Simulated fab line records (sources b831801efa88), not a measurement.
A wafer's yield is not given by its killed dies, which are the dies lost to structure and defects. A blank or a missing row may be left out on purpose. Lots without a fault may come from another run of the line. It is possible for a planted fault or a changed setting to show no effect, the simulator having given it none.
Lot-split experiment | flow sky130 | on a route of 708 steps: 5 lots, 23 wafers read

ON THE SPLIT
At SKY_METAL5_SPUTTER_03 (material Ti, target thk 5 nm, time 3.3 s), the setting timeS was moved away from the recipe's 3.3 s on 6 of the 23 wafers read, by +11.5% to +13.3%. This setting was run at the recipe's value on the other wafers.

The reading is taken at the split's own step.

THE READING
Ti_of_METAL5_SPUTTER_03.thkNm (the simulator's own value, which no gauge read), in nm, at SKY_METAL5_SPUTTER_03 (material Ti, target thk 5 nm, time 3.3 s). No usual value for it is given in the file. The 17 wafers here that ran the recipe average 5.002 nm, standard deviation 0.081 nm.

wafer  | tool, chamber at the split | timeS as run, s | against the recipe | Ti_of_METAL5_SPUTTER_03.thkNm, nm | against lot-mates on the recipe
L074.1 | pvdSputter-04, -           | 3.738           | +13.3%             | 5.68                              | +0.593
L074.2 | pvdSputter-04, -           | 3.3             | recipe             | 5.128                             | -
L074.4 | pvdSputter-04, -           | 3.738           | +13.3%             | 5.541                             | +0.454
L074.5 | pvdSputter-04, -           | 3.738           | +13.3%             | 5.523                             | +0.436
L074.6 | pvdSputter-04, -           | 3.3             | recipe             | 5.046                             | -
L078.1 | pvdSputter-02, -           | 3.3             | recipe             | 5.067                             | -
L078.2 | pvdSputter-02, -           | 3.68            | +11.5%             | 5.58                              | +0.527
L078.3 | pvdSputter-02, -           | 3.68            | +11.5%             | 5.519                             | +0.466
L078.5 | pvdSputter-02, -           | 3.3             | recipe             | 5.039                             | -
L078.6 | pvdSputter-02, -           | 3.68            | +11.5%             | 5.626                             | +0.573
L079.1 | pvdSputter-04, -           | 3.3             | recipe             | 4.984                             | -
L079.4 | pvdSputter-04, -           | 3.3             | recipe             | 4.915                             | -
L079.5 | pvdSputter-04, -           | 3.3             | recipe             | 5.019                             | -
L080.1 | pvdSputter-01, -           | 3.3             | recipe             | 5.078                             | -
L080.2 | pvdSputter-01, -           | 3.3             | recipe             | 4.977                             | -
L080.4 | pvdSputter-01, -           | 3.3             | recipe             | 4.995                             | -
L080.5 | pvdSputter-01, -           | 3.3             | recipe             | 4.973                             | -
L080.6 | pvdSputter-01, -           | 3.3             | recipe             | 5.05                              | -
L082.2 | pvdSputter-04, -           | 3.3             | recipe             | 5.037                             | -
L082.3 | pvdSputter-04, -           | 3.3             | recipe             | 4.993                             | -
L082.4 | pvdSputter-04, -           | 3.3             | recipe             | 4.828                             | -
L082.5 | pvdSputter-04, -           | 3.3             | recipe             | 5.078                             | -
L082.6 | pvdSputter-04, -           | 3.3             | recipe             | 4.824                             | -

FIT RESULTS
A straight line over all 23 wafers: Ti_of_METAL5_SPUTTER_03.thkNm changes by +0.0462 nm for each +1% of timeS; r = +0.96; the points scatter about the line by 0.081 nm.
The same after taking each lot's own level away (the mean of its wafers on the recipe; 23 wafers): +0.0406 nm for each +1%; r = +0.95; scatter 0.072 nm.
According to that fit, moving timeS by its largest amount changes the reading by 0.54 nm.
Across the lots, their own levels run from 4.9520 to 5.0870 nm, a range of 1.7 times the standard deviation given above.
So the slope is not independent of the lot-to-lot level: the two fits are not the same.
Check: with one of the wafers moved furthest among these (+13.3%) left out of the fit, the line predicts +0.528 nm for it against its lot-mates. It came out at +0.593 nm against them.

OTHER SPLITS ON THESE WAFERS
These wafers also went through other splits before the reading. Each is held against what the fit with the lots' levels taken away leaves over:
other split on the same wafers | wafers away from the commonest value | r with Ti_of_METAL5_SPUTTER_03.thkNm (lot level and that fit taken away)
SKY_CAP2M_COAT_07 resistThkNm  | 5                                    | -0.04
SKY_VIA4_SOFTBAKE_07 tempC     | 8                                    | +0.21
SKY_VIA4_CVD_18 tempC          | 7                                    | -0.39

THE FILE'S OWN FIT
Ti_of_METAL5_SPUTTER_03.thkNm changes by +0.0407 nm for each +1% of timeS, r = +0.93.
